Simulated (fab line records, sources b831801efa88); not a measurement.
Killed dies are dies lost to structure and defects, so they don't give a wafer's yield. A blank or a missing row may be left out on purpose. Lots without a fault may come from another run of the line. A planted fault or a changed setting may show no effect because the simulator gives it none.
A struck lot beside a sound one | flow sky130 | 44 steps out of a route of 708
Sound: wafers L923.2, L923.3, L923.4. Struck: wafer L933.2. (L933.1, L933.6 of the same lot were not struck and are left out.) The cause comes at the end.
At each step with rows: each side's tool, then ch and its chambers, then its first start. Under that, the readings that differ: sound wafers | struck wafers | difference of the means | sigmas: that difference in standard deviations of wafers without a fault.
alike: readings whose means differ by less than 2 such deviations, and words and numbers that are the same on both sides. not compared: withheld readings, readings that some wafer has no value for, bounds like >300 that may hide the same value, and numbers for which the record gives no deviation and whose values overlap.
The two part at a step that has a row with sigmas, a row that says differs or no value, or rows on one side only. Numbers that don't overlap but have no deviation are shown without sigmas and don't part them. A reading that every wafer of one side lacks parts them only if that side has two wafers or more.

first, 2 steps without rows for these wafers: SKY_VIA3_CLEAN_18 (cleans in IPA, time 180 s); SKY_VIA3_CLEAN_19 (cleans in O3/DIW).
SKY_VIA3_SPUTTER_20: material TiN, target thk 20 nm, time 80 s.
  sound on pvd_sputter-03, day 41 06:13; struck on pvd_sputter-03, day 44 06:33
  alike: throttle_valve_pct
SKY_VIA3_CVD_21: deposits W, target thk 390 nm, time 117.31 s.
  sound on cvd_w-01 ch 0,1, day 41 06:17; struck on cvd_w-02 ch 0, day 44 06:37
  reading            | sound       | struck | difference | sigmas
  heater_power_w (W) | 942 882 898 | 732    | -175       | -2
SKY_VIA3_RS_MEAS_22: measures by four-point-probe.
  sound on film_metro-01, day 41 06:26; struck on film_metro-04, day 44 06:44
  alike: VIA3_W_RS
SKY_VIA3_THK_MEAS_23: measures by xrf.
  sound on film_metro-01, day 41 06:32; struck on film_metro-04, day 44 06:51
  alike: VIA3_W_THK
then, 3 steps without rows for these wafers: SKY_VIA3_CMP_24 (polishes, stops on SiO2, t overpolish 20 s, target thk 0 nm); SKY_METAL4_SPUTTER_00 (material Ti, target thk 15 nm, time 10 s); SKY_METAL4_SPUTTER_01 (material TiN, target thk 20 nm, time 16.7 s).
SKY_METAL4_SPUTTER_02: material AlCu, target thk 735 nm, time 39.1 s.
  sound on pvd_sputter-02, day 41 06:56; struck on pvd_sputter-02, day 44 07:16
  alike: throttle_valve_pct
SKY_METAL4_SPUTTER_03: material Ti, target thk 5 nm, time 3.3 s.
  sound on pvd_sputter-02, day 41 06:58; struck on pvd_sputter-02, day 44 07:18
  alike: throttle_valve_pct
SKY_METAL4_SPUTTER_04: material TiN, target thk 70 nm, time 58.3 s.
  sound on pvd_sputter-02, day 41 06:59; struck on pvd_sputter-02, day 44 07:19
  alike: throttle_valve_pct
SKY_CAP2M_CVD_00: deposits SiO2, target thk 15.5 nm.
  sound on pecvd-02 ch 0,2, day 41 07:02; struck on pecvd-02 ch 0, day 44 07:22
  reading                                | sound            | struck | difference | sigmas
  model.SiO2_of_CAP2M_CVD_00.thk_nm (nm) | 15.4 15.17 15.49 | 13.7   | -1.7       |
  alike: heater_power_w
SKY_CAP2M_THK_MEAS_01:
  sound on film_metro-01, day 41 07:04; struck on film_metro-01, day 44 07:23
  reading               | sound             | struck | difference | sigmas
  CAP2M_CVD_00_THK (nm) | 15.36 15.18 15.42 | 13.71  | -1.61      | -7
then, 1 step without rows for these wafers: SKY_CAP2M_SPUTTER_02 (material TiN, target thk 200 nm, time 166.7 s).
SKY_CAP2M_RS_MEAS_03: measures by four-point-probe.
  sound on film_metro-03, day 41 07:15; struck on film_metro-02, day 44 07:34
  reading               | sound          | struck | difference | sigmas
  CAP2M_TIN_RS (ohm/sq) | 6.85 6.86 6.92 | 7.03   | +0.15      | +2
SKY_CAP2M_THK_MEAS_04: measures by xrf.
  sound on film_metro-03, day 41 07:22; struck on film_metro-02, day 44 07:41
  alike: CAP2M_TIN_THK
then, 7 steps without rows for these wafers: SKY_CAP2M_DEHYDRATE_05 (time 60 s); SKY_CAP2M_HMDS_06 (prime time 60 s); SKY_CAP2M_COAT_07 (resist thk 1140 nm); SKY_CAP2M_SOFTBAKE_08 (time 60 s); SKY_CAP2M_EXPOSE_09 (exposes mask CAP2M, target cd 1000 nm); SKY_CAP2M_PEB_10; SKY_CAP2M_DEVELOP_11 (develop time 60 s).
SKY_CAP2M_OVL_MEAS_12:
  sound on overlay-01, day 42 07:29; struck on overlay-02, day 45 04:49
  reading        | sound       | struck | difference | sigmas
  CAP2M_OVL (nm) | 1.5 1.0 2.5 | -2.5   | -4.2       | -3
then, 13 steps without rows for these wafers: SKY_CAP2M_METAL_ETCH_13 (etches TiN in Cl2/BCl3, stops on SiO2, target depth 220 nm, time 62.9 s); SKY_CAP2M_STRIP_14 (strips in O2/N2); SKY_CAP2M_STRIP_15 (strips in post etch residue remover, time 1200 s); SKY_CAP2M_CLEAN_16 (cleans in IPA, time 180 s); SKY_CAP2M_CLEAN_17 (cleans in O3/DIW); SKY_METAL4_DEHYDRATE_05 (time 60 s); SKY_METAL4_HMDS_06 (prime time 60 s); SKY_METAL4_COAT_07 (resist thk 60 nm); SKY_METAL4_COAT_08 (resist thk 1140 nm); SKY_METAL4_SOFTBAKE_09 (time 90 s); SKY_METAL4_EXPOSE_10 (exposes mask MM4, target cd 300 nm); SKY_METAL4_PEB_11; SKY_METAL4_DEVELOP_12 (develop time 60 s).
SKY_METAL4_CD_MEAS_13: target cd 300 nm.
  sound on cd_sem-01, day 43 06:29; struck on cd_sem-01, day 46 02:50
  alike: cd_nm
SKY_METAL4_OVL_MEAS_14:
  sound on overlay-02, day 43 06:36; struck on overlay-02, day 46 02:58
  alike: METAL4_OVL
then, 2 steps without rows for these wafers: SKY_METAL4_DESCUM_15 (chemistry O2, time 8 s); SKY_METAL4_ETCH_16 (etches BARC in N2/H2, stops on SiO2, time 88.2 s, target depth 60 nm).
SKY_METAL4_ETCH_17: etches SiO2 in C4F8/O2/Ar, stops on TiN, time 3.9 s, target depth 15 nm.
  sound on rie_diel-02 ch 0,3, day 43 06:46; struck on rie_diel-03 ch 0, day 46 03:07
  reading                  | sound             | struck | difference | sigmas
  oes_product_au (a.u.)    | 0.754 0.746 0.751 | 0.714  | -0.036     | -5
  model.etch.depth_nm (nm) | 15.4 15.17 15.49  | 13.7   | -1.7       |
  not compared: rf_hours_counter_h
-- the record jumps here: 3 days lie between the struck wafers' starts before and after (it left off in module METAL4 and takes up again in module PAD_OPEN, whose first step shown is number 708 of the route) --
SKY_PAD_OPEN_PROBE_99:
  sound on prober-02, day 47 01:24; struck on prober-02, day 49 14:32
  reading                               | sound                | struck | difference | sigmas
  model.etest.cap_mim2.bv_v (V)         | 13.22 13.87 14.08    | 12.57  | -1.15      |
  model.etest.cap_mim2.leak_log10_a_cm2 | -8.895 -8.783 -9.175 | -8.391 | +0.560     |
  model.etest.cap_mim2.c_ff_um2         | 2.362 2.387 2.336    | 2.663  | +0.301     |
  alike: defect_limited_yield, killed_at_M0_to_M3, killed_at_M4_up, killed_at_contacts, killed_at_front_end, killed_at_other, killed_dies, killed_open, killed_short, sort_bin_3_pad_short, sort_bin_5_function, sort_bin_6_memory, sort_n_pass, sort_yield_pct

WHERE THEY PART
First at SKY_VIA3_CVD_21; last, within this record, at SKY_METAL4_ETCH_17. Later steps at which nothing parts them and some readings are alike: SKY_PAD_OPEN_PROBE_99.

WHY: what the simulator had put in
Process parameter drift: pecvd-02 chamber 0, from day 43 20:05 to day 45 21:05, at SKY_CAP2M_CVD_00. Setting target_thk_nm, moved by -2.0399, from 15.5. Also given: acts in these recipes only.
